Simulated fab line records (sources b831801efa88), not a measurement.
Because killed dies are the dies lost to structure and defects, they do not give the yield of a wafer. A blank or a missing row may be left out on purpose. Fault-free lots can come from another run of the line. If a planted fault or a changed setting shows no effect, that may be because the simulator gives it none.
Chamber matching | flow sky130 | SKY_CONTACT_ETCH_17 on rie diel-01 has 4 sister chambers
The step etches SiO2 in C4F8/O2/Ar, stops on Si3N4, target depth 340 nm. 8 wafers are shown with their chamber, then 10 later ones without.

WAFERS WITH THEIR CHAMBER
wafer  | chamber | oes product au (a.u.) | bias w (W)
L086.1 | 0       | 0.895                 | 1204
L086.3 | 1       | 0.887                 | 1201
L087.2 | 3       | 0.887                 | 1197
L089.1 | 0       | 0.900                 | 1201
L089.2 | 2       | 0.886                 | 1191
L089.3 | 1       | 0.890                 | 1200
L091.1 | 3       | 0.889                 | 1206
L091.3 | 2       | 0.891                 | 1199

WAFERS WITHOUT THEIR CHAMBER
wafer  | oes product au (a.u.) | bias w (W)
L091.5 | 0.895                 | 1201
L092.1 | 0.882                 | 1200
L092.2 | 0.890                 | 1197
L092.6 | 0.898                 | 1202
L095.1 | 0.883                 | 1202
L095.3 | 0.892                 | 1200
L095.6 | 0.899                 | 1197
L094.3 | 0.892                 | 1206
L094.4 | 0.895                 | 1198
L094.5 | 0.897                 | 1203

CHAMBER TAKEN BY EACH
wafer  | from the rows above               | in truth
L091.5 | can't be placed: 0 or 1 or 3 or 2 | 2
L092.1 | can't be placed: 3 or 1 or 2      | 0
L092.2 | can't be placed: 2 or 1 or 3      | 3
L092.6 | 0                                 | 0
L095.1 | can't be placed: 3 or 1 or 2      | 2
L095.3 | can't be placed: 1 or 3 or 2 or 0 | 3
L095.6 | 0                                 | 0
L094.3 | can't be placed: 3 or 1 or 0 or 2 | 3
L094.4 | can't be placed: 0 or 1 or 2 or 3 | 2
L094.5 | 0                                 | 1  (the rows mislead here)
2 of 10 placed correctly. Can't be placed from these rows: 7 (the true chamber is among the candidates in 6). Wrongly placed: 1.
How it was worked out, from the rows above alone: a wafer's distance from a chamber is the root of the sum, over the readings, of the square of ((its reading less the chamber's mean) divided by the reading's scatter). The wafer belongs to the nearest chamber; if the next one is less than 2 further off, it can't be placed. Each chamber's mean is taken over the wafers shown for it. The scatter: take each reading less its chamber's mean, square it, sum over the shown wafers, divide by the number of wafers less the number of chambers, and take the root.
